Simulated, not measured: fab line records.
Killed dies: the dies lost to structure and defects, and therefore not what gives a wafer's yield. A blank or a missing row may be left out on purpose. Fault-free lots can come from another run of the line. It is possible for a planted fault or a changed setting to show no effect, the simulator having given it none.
A lot that was struck, set against a sound lot -- flow sky130 -- 17 out of 708 route steps
Sound: wafers L458.3, L458.5, L458.6. Wafers struck: L474.3, L474.4, L474.6. At the end, the cause is stated.
For every step that has rows: the tool of each side, followed by ch and its chambers, followed by its first start. Under that, the readings that differ: sound wafers -- struck wafers -- difference of the means -- sigmas: that difference in standard deviations of wafers without a fault.
alike: a reading whose means differ by less than 2 such deviations, as well as words and numbers matching on both sides. not compared: withheld readings; readings where some wafer has no value; bounds like >300 that might hide an equal value; numbers whose values overlap and for which the record gives no deviation.
A row with sigmas, a row that says differs or no value, or rows on one side alone: a step with any of these is where the two part. Numbers that have no deviation but don't overlap get no sigmas and don't part them. A reading that every wafer of one side lacks parts them only if that side has two wafers or more.

SKY_VIA2_CMP_02: polishes SiO2.
  sound on cmp-01 ch 0,3, day 37 04:34; struck on cmp-01 ch 1,2,3, day 41 16:37
  alike: motor-current-A
SKY_VIA2_BOW_MEAS_03:
  sound: film-metro-01 at day 37 04:54; struck: film-metro-03 at day 41 16:54
  alike: VIA2_BOW
then, 8 steps without rows for these wafers: SKY_VIA2_DEHYDRATE_04 (time 60 s); SKY_VIA2_HMDS_05 (prime time 60 s); SKY_VIA2_COAT_06 (resist thk 60 nm); SKY_VIA2_COAT_07 (resist thk 450 nm); SKY_VIA2_SOFTBAKE_08 (time 90 s); SKY_VIA2_EXPOSE_09 (exposes mask VIM2, target cd 200 nm); SKY_VIA2_PEB_10; SKY_VIA2_DEVELOP_11 (develop time 60 s).
SKY_VIA2_CD_MEAS_12: the cd target is 200 nm.
  sound: cd-sem-02 at day 38 07:01; struck: cd-sem-02 at day 42 15:48
  alike: cd-nm
SKY_VIA2_OVL_MEAS_13:
  sound: overlay-01 at day 38 07:07; struck: overlay-01 at day 42 15:53
reading,sound,struck,difference,sigmas
VIA2_OVL (nm),-11 -6 -10,8 12 5,+17,+3
SKY_VIA2_ETCH_14: etches BARC in N2/H2, stops on SiO2, time 45.9 s, target depth 60 nm.
  sound on rie-diel-01 ch 1,2, day 38 07:08; struck on rie-diel-01 ch 0,3, day 42 15:55
  no value came back on the struck wafers for any of 5 readings (bias-w (W), chamber-pressure-mTorr (mTorr) and others); on the sound wafers bias-w (W) reads 100.03 100.13 99.98
reading,sound,struck,difference,sigmas
model.KrF-thick_of_VIA2_COAT_07.thk-nm (nm),395 395.9 395.2,436.7 436.9 435.9,+41.1,
  not compared: rf-hours-counter-h
SKY_VIA2_ETCH_15: etches SiO2 in C4F8/O2/Ar, stops on TiN, target depth 546 nm, time 84 s.
  sound on rie-diel-01 ch 1,2, day 38 07:11; struck on rie-diel-01 ch 0,3, day 42 15:57
reading,sound,struck,difference,sigmas
oes-product-au (a.u.),0.941 0.944 0.938,0.376 0.369 0.374,-0.568,-99 or more
model.KrF-thick_of_VIA2_COAT_07.thk-nm (nm),288.7 289.8 288.4,327.4 328.6 328.1,+39.1,
  alike: bias-w, chamber-pressure-mTorr
  not compared: rf-hours-counter-h
SKY_VIA2_STRIP_16: strips in O2/N2.
  sound on plasma-asher-01 ch 0,1, day 38 07:18; struck on plasma-asher-03 ch 0,1, day 42 16:03
reading,sound,struck,difference,sigmas
oes-product-au (a.u.),0.400 0.402 0.404,0.419 0.418 0.411,+0.014,+3
strip-time-to-endpoint-s (s),4.103 4.109 4.096,4.496 4.524 4.542,+0.418,+16
  alike: drypump-motor-current-A
  not compared: rf-hours-counter-h
then, 1 step without rows for these wafers: SKY_VIA2_STRIP_17 (strips in post etch residue remover, time 1200 s).
-- the record jumps here: 8 days lie between the struck wafers' starts before and after (it left off in module VIA2 and takes up again in module PAD_OPEN, whose first step shown is number 708 of the route) --
SKY_PAD_OPEN_PROBE_99:
  sound: prober-01 at day 47 07:40; struck: prober-01 at day 50 15:52
reading,sound,struck,difference,sigmas
defect-limited-yield (%),82.7 82.5 86.2,0 0 0,-84,-40
killed_at_M0_to_M3,43 42 28,440 439 444,+403,+56
killed-dies,85 86 68,492 492 492,+412,+41
killed-on-rim,18 15 7,96 96 96,+83,+19
sort_bin_5_function (%),10.4 10.6 9.1,92.5 92.9 92.3,+82.5,+55
sort-n-pass,407 406 424,0 0 0,-412,-41
sort-yield-pct (%),82.7 82.5 86.2,0 0 0,-84,-40
  alike: killed_at_M4_up, killed-at-contacts, killed-at-front-end, killed-at-other, killed-open, killed-short, sort_bin_3_pad_short, sort_bin_6_memory

== WHERE THEY PART ==
Earliest at SKY_VIA2_OVL_MEAS_13; latest, in this record, at SKY_PAD_OPEN_PROBE_99.

WHY: what the simulator had put in
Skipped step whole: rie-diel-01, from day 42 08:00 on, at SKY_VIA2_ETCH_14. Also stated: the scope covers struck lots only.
